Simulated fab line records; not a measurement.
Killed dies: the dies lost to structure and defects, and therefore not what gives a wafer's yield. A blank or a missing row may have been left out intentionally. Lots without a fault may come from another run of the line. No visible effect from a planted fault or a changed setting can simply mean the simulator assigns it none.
What tool caused it? || flow sky130 || 13 lots, 39 wafers sampled, at 5 steps of a route of 708

WHAT THE GAUGES SHOWED, per wafer
SKY_NWELL_RS_MEAS_31: a four-point-probe measurement. Usual: for PWDE_RS the level is 5274 ohm/sq and the standard deviation is 17.
{"lot": "L938", "measured": "day 5 07:02", "on": "film_metro-01", "PWDE_RS (ohm/sq)": "5277 5268 5290", "flag": ""}
{"lot": "L939", "measured": "day 5 14:02", "on": "film_metro-04", "PWDE_RS (ohm/sq)": "5276 5263 5276", "flag": ""}
{"lot": "L940", "measured": "day 5 22:25", "on": "film_metro-01", "PWDE_RS (ohm/sq)": "5267 5272 5275", "flag": ""}
{"lot": "L941", "measured": "day 6 07:37", "on": "film_metro-04", "PWDE_RS (ohm/sq)": "5252 5271 5269", "flag": ""}
{"lot": "L942", "measured": "day 6 10:31", "on": "film_metro-04", "PWDE_RS (ohm/sq)": "5286 5296 5293", "flag": ""}
{"lot": "L943", "measured": "day 6 22:23", "on": "film_metro-04", "PWDE_RS (ohm/sq)": "5269 5249 5272", "flag": ""}
{"lot": "L946", "measured": "day 7 08:06", "on": "film_metro-01", "PWDE_RS (ohm/sq)": "5260 5261 5245", "flag": ""}
{"lot": "L948", "measured": "day 8 02:41", "on": "film_metro-01", "PWDE_RS (ohm/sq)": "5295 5278 5282", "flag": ""}
{"lot": "L950", "measured": "day 8 13:08", "on": "film_metro-04", "PWDE_RS (ohm/sq)": "5299 5288 5282", "flag": ""}
{"lot": "L952", "measured": "day 8 22:54", "on": "film_metro-04", "PWDE_RS (ohm/sq)": "5277 5263 5245", "flag": ""}
{"lot": "L953", "measured": "day 9 01:14", "on": "film_metro-04", "PWDE_RS (ohm/sq)": "5261 5270 5263", "flag": ""}
{"lot": "L954", "measured": "day 9 08:38", "on": "film_metro-03", "PWDE_RS (ohm/sq)": "5295 5290 5302", "flag": ""}
{"lot": "L961", "measured": "day 11 03:49", "on": "film_metro-04", "PWDE_RS (ohm/sq)": "5304 5293 5298", "flag": ""}

SKY_VT_ADJUST_HVTP_TW_MEAS_11. Usual: for VT_ADJUST_HVTP_TW the level is 1351 and the standard deviation is 12.
{"lot": "L938", "measured": "day 6 01:31", "on": "film_metro-04", "VT_ADJUST_HVTP_TW": "1348 1354 1349", "flag": ""}
{"lot": "L939", "measured": "day 6 09:07", "on": "film_metro-04", "VT_ADJUST_HVTP_TW": "1351 1346 1354", "flag": ""}
{"lot": "L940", "measured": "day 6 18:14", "on": "film_metro-03", "VT_ADJUST_HVTP_TW": "1374 1381 1377", "flag": ""}
{"lot": "L941", "measured": "day 7 02:41", "on": "film_metro-02", "VT_ADJUST_HVTP_TW": "1350 1344 1349", "flag": ""}
{"lot": "L942", "measured": "day 7 06:49", "on": "film_metro-02", "VT_ADJUST_HVTP_TW": "1347 1339 1345", "flag": ""}
{"lot": "L943", "measured": "day 7 17:57", "on": "film_metro-04", "VT_ADJUST_HVTP_TW": "1344 1339 1333", "flag": ""}
{"lot": "L946", "measured": "day 8 04:31", "on": "film_metro-02", "VT_ADJUST_HVTP_TW": "1347 1354 1351", "flag": ""}
{"lot": "L948", "measured": "day 9 00:07", "on": "film_metro-04", "VT_ADJUST_HVTP_TW": "1347 1339 1337", "flag": ""}
{"lot": "L950", "measured": "day 9 10:55", "on": "film_metro-02", "VT_ADJUST_HVTP_TW": "1345 1345 1349", "flag": ""}
{"lot": "L952", "measured": "day 9 20:41", "on": "film_metro-02", "VT_ADJUST_HVTP_TW": "1345 1351 1349", "flag": ""}
{"lot": "L953", "measured": "day 9 23:21", "on": "film_metro-02", "VT_ADJUST_HVTP_TW": "1351 1339 1338", "flag": ""}
{"lot": "L954", "measured": "day 10 06:52", "on": "film_metro-02", "VT_ADJUST_HVTP_TW": "1339 1341 1344", "flag": ""}
{"lot": "L961", "measured": "day 12 03:58", "on": "film_metro-04", "VT_ADJUST_HVTP_TW": "1345 1343 1343", "flag": ""}

SKY_VT_ADJUST_HVTR_TW_MEAS_11. Usual: for VT_ADJUST_HVTR_TW the level is 210.7 and the standard deviation is 2.4.
{"lot": "L938", "measured": "day 9 12:03", "on": "film_metro-01", "VT_ADJUST_HVTR_TW": "213.2 213.9 212.8", "flag": ""}
{"lot": "L939", "measured": "day 9 20:25", "on": "film_metro-03", "VT_ADJUST_HVTR_TW": "212.8 212.6 212.7", "flag": ""}
{"lot": "L940", "measured": "day 10 05:59", "on": "film_metro-01", "VT_ADJUST_HVTR_TW": "212.3 213.3 212.6", "flag": ""}
{"lot": "L941", "measured": "day 10 16:14", "on": "film_metro-01", "VT_ADJUST_HVTR_TW": "212.2 212.3 212.2", "flag": ""}
{"lot": "L942", "measured": "day 10 19:31", "on": "film_metro-01", "VT_ADJUST_HVTR_TW": "212.8 213.0 214.0", "flag": ""}
{"lot": "L943", "measured": "day 11 09:28", "on": "film_metro-01", "VT_ADJUST_HVTR_TW": "213.0 213.1 214.6", "flag": ""}
{"lot": "L946", "measured": "day 11 22:58", "on": "film_metro-04", "VT_ADJUST_HVTR_TW": "208.2 207.9 207.1", "flag": ""}
{"lot": "L948", "measured": "day 12 19:49", "on": "film_metro-01", "VT_ADJUST_HVTR_TW": "214.3 213.7 214.0", "flag": ""}
{"lot": "L950", "measured": "day 13 07:35", "on": "film_metro-04", "VT_ADJUST_HVTR_TW": "206.4 207.5 207.5", "flag": ""}
{"lot": "L952", "measured": "day 13 20:48", "on": "film_metro-04", "VT_ADJUST_HVTR_TW": "207.9 208.6 207.9", "flag": ""}
{"lot": "L953", "measured": "day 13 23:31", "on": "film_metro-04", "VT_ADJUST_HVTR_TW": "222.0 222.5 222.2 221.2 222.4 222.2", "flag": "OFF"}
{"lot": "L954", "measured": "day 14 08:11", "on": "film_metro-01", "VT_ADJUST_HVTR_TW": "228.4 227.4 227.5 227.3 227.5 227.3", "flag": "OFF"}
{"lot": "L961", "measured": "day 16 13:53", "on": "film_metro-04", "VT_ADJUST_HVTR_TW": "209.4 207.8 208.6", "flag": ""}

SKY_SONOS_TUNNEL_TW_MEAS_12. Usual: for SONOS_TUNNEL_TW the level is 197.0 and the standard deviation is 2.
{"lot": "L938", "measured": "day 11 08:59", "on": "film_metro-01", "SONOS_TUNNEL_TW": "197.7 199.9 200.8", "flag": ""}
{"lot": "L939", "measured": "day 11 18:22", "on": "film_metro-02", "SONOS_TUNNEL_TW": "197.7 196.3 197.9", "flag": ""}
{"lot": "L940", "measured": "day 12 03:52", "on": "film_metro-04", "SONOS_TUNNEL_TW": "196.4 196.7 195.6", "flag": ""}
{"lot": "L941", "measured": "day 12 15:39", "on": "film_metro-01", "SONOS_TUNNEL_TW": "199.6 199.5 199.8", "flag": ""}
{"lot": "L942", "measured": "day 12 19:22", "on": "film_metro-04", "SONOS_TUNNEL_TW": "195.5 195.2 195.2", "flag": ""}
{"lot": "L943", "measured": "day 13 10:40", "on": "film_metro-04", "SONOS_TUNNEL_TW": "194.7 196.0 194.0", "flag": ""}
{"lot": "L946", "measured": "day 14 01:11", "on": "film_metro-04", "SONOS_TUNNEL_TW": "195.7 195.3 194.9", "flag": ""}
{"lot": "L948", "measured": "day 14 23:34", "on": "film_metro-04", "SONOS_TUNNEL_TW": "194.5 193.8 195.0", "flag": ""}
{"lot": "L950", "measured": "day 15 13:08", "on": "film_metro-01", "SONOS_TUNNEL_TW": "199.8 199.5 200.3", "flag": ""}
{"lot": "L952", "measured": "day 16 02:11", "on": "film_metro-02", "SONOS_TUNNEL_TW": "194.2 196.0 195.7", "flag": ""}
{"lot": "L953", "measured": "day 16 05:11", "on": "film_metro-01", "SONOS_TUNNEL_TW": "199.2 200.2 198.8", "flag": ""}
{"lot": "L954", "measured": "day 16 15:25", "on": "film_metro-04", "SONOS_TUNNEL_TW": "195.4 195.5 193.7", "flag": ""}
{"lot": "L961", "measured": "day 19 02:27", "on": "film_metro-01", "SONOS_TUNNEL_TW": "200.1 200.8 200.2", "flag": ""}

TOOL THAT RAN EACH LOT (tool first, then ch and the chambers of the sampled wafers, then the start)
{"lot": "L938", "SKY_VT_ADJUST_HVTR_IMPLANT_09": "implanter-04 ch 0, day 9 11:48"}
{"lot": "L939", "SKY_VT_ADJUST_HVTR_IMPLANT_09": "implanter-02 ch 0, day 9 20:10"}
{"lot": "L940", "SKY_VT_ADJUST_HVTR_IMPLANT_09": "implanter-04 ch 0, day 10 05:46"}
{"lot": "L941", "SKY_VT_ADJUST_HVTR_IMPLANT_09": "implanter-04 ch 0, day 10 16:01"}
{"lot": "L942", "SKY_VT_ADJUST_HVTR_IMPLANT_09": "implanter-03 ch 0, day 10 19:17"}
{"lot": "L943", "SKY_VT_ADJUST_HVTR_IMPLANT_09": "implanter-03 ch 0, day 11 09:13"}
{"lot": "L946", "SKY_VT_ADJUST_HVTR_IMPLANT_09": "implanter-02 ch 0, day 11 22:44"}
{"lot": "L948", "SKY_VT_ADJUST_HVTR_IMPLANT_09": "implanter-02 ch 0, day 12 19:35"}
{"lot": "L950", "SKY_VT_ADJUST_HVTR_IMPLANT_09": "implanter-02 ch 0, day 13 07:20"}
{"lot": "L952", "SKY_VT_ADJUST_HVTR_IMPLANT_09": "implanter-04 ch 0, day 13 20:34"}
{"lot": "L953", "SKY_VT_ADJUST_HVTR_IMPLANT_09": "implanter-02 ch 0, day 13 23:17"}
{"lot": "L954", "SKY_VT_ADJUST_HVTR_IMPLANT_09": "implanter-02 ch 0, day 14 07:56"}
{"lot": "L961", "SKY_VT_ADJUST_HVTR_IMPLANT_09": "implanter-04 ch 0, day 16 13:38"}
- SKY_VT_ADJUST_HVTR_IMPLANT_09

AS READ BY THE TOOLS THEMSELVES (means over the sampled wafers that have a number; for cases with no such wafer, the mark the record gives instead)
SKY_VT_ADJUST_HVTR_IMPLANT_09. Usual: beam_on_s 10.00 s, standard deviation 0.19; end_station_pressure_torr 5.01e-06 Torr, standard deviation 2.3e-07; faraday_current_uA 11.85, standard deviation 0.22.
{"lot": "L938", "tool": "implanter-04", "beam_on_s (s)": 10.03, "end_station_pressure_torr (Torr)": 4.97e-06, "faraday_current_uA": 11.79, "flag": ""}
{"lot": "L939", "tool": "implanter-02", "beam_on_s (s)": 10.07, "end_station_pressure_torr (Torr)": 5.07e-06, "faraday_current_uA": 11.78, "flag": ""}
{"lot": "L940", "tool": "implanter-04", "beam_on_s (s)": 9.92, "end_station_pressure_torr (Torr)": 5.09e-06, "faraday_current_uA": 11.93, "flag": ""}
{"lot": "L941", "tool": "implanter-04", "beam_on_s (s)": 9.99, "end_station_pressure_torr (Torr)": 5.04e-06, "faraday_current_uA": 11.86, "flag": ""}
{"lot": "L942", "tool": "implanter-03", "beam_on_s (s)": 9.97, "end_station_pressure_torr (Torr)": 4.88e-06, "faraday_current_uA": 11.87, "flag": ""}
{"lot": "L943", "tool": "implanter-03", "beam_on_s (s)": 9.88, "end_station_pressure_torr (Torr)": 5.08e-06, "faraday_current_uA": 11.96, "flag": ""}
{"lot": "L946", "tool": "implanter-02", "beam_on_s (s)": 10.06, "end_station_pressure_torr (Torr)": 4.63e-06, "faraday_current_uA": 11.77, "flag": ""}
{"lot": "L948", "tool": "implanter-02", "beam_on_s (s)": 9.85, "end_station_pressure_torr (Torr)": 5.34e-06, "faraday_current_uA": 12.05, "flag": ""}
{"lot": "L950", "tool": "implanter-02", "beam_on_s (s)": 9.96, "end_station_pressure_torr (Torr)": 5.14e-06, "faraday_current_uA": 11.92, "flag": ""}
{"lot": "L952", "tool": "implanter-04", "beam_on_s (s)": 10.32, "end_station_pressure_torr (Torr)": 4.81e-06, "faraday_current_uA": 11.50, "flag": ""}
{"lot": "L953", "tool": "implanter-02", "beam_on_s (s)": 12.66, "end_station_pressure_torr (Torr)": 1.15e-04, "faraday_current_uA": 9.45, "flag": "OFF"}
{"lot": "L954", "tool": "implanter-02", "beam_on_s (s)": 12.54, "end_station_pressure_torr (Torr)": 1.16e-04, "faraday_current_uA": 9.54, "flag": "OFF"}
{"lot": "L961", "tool": "implanter-04", "beam_on_s (s)": 10.13, "end_station_pressure_torr (Torr)": 4.80e-06, "faraday_current_uA": 11.72, "flag": ""}

THE ANSWER, worked out from the rows above alone
Rule: a lot counts as off when the mean over its wafers that have a number is more than 3 standard deviations away from the usual mean. A lot without any number at a reading at which 4 lots or more have one is off too. Where the step has rows for the other lots, those lots are counted as sound. Order of review: gauges by route order, followed by the tools' own readings, for which a lot's mean as printed above is used. The first step at which some lot is off is used, and at that step the reading that is off furthest; a lot without a number counts as furthest.
Off: at SKY_VT_ADJUST_HVTR_TW_MEAS_11 (VT_ADJUST_HVTR_TW), L953, L954.
A tool fits if, at a process step before that reading, it ran every lot that is off, and no sound lot after the first of them. Not tried: the gauges at SKY_VT_ADJUST_HVTR_TW_MEAS_11; whatever is off there is also off at SKY_VT_ADJUST_HVTR_IMPLANT_09, on other tools, and gauge error can't account for it. One fits: implanter-02 at SKY_VT_ADJUST_HVTR_IMPLANT_09. Its last sound lot is L950 (day 13 07:20), its first lot that is off L953 (day 13 23:17): a fault that began between those two fits.
The tool's own readings at SKY_VT_ADJUST_HVTR_IMPLANT_09 bear it out: on the lots that are off they differ by more than 5 times the standard deviation of the sound lots' means. beam_on_s reads 12.60 s there against 10.02 s on the sound lots; end_station_pressure_torr reads 1.16e-04 Torr there against 4.99e-06 Torr on the sound lots; faraday_current_uA reads 9.49 there against 11.83 on the sound lots.

WHAT WAS PUT IN BY THE SIMULATOR
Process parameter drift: implanter-02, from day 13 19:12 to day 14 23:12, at SKY_VT_ADJUST_HVTR_IMPLANT_09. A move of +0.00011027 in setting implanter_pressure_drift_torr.
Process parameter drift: implanter-02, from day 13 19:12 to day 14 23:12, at SKY_VT_ADJUST_HVTR_IMPLANT_09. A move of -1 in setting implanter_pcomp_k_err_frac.
Lots struck among those shown: L953, L954. The rule above reached the same finding.
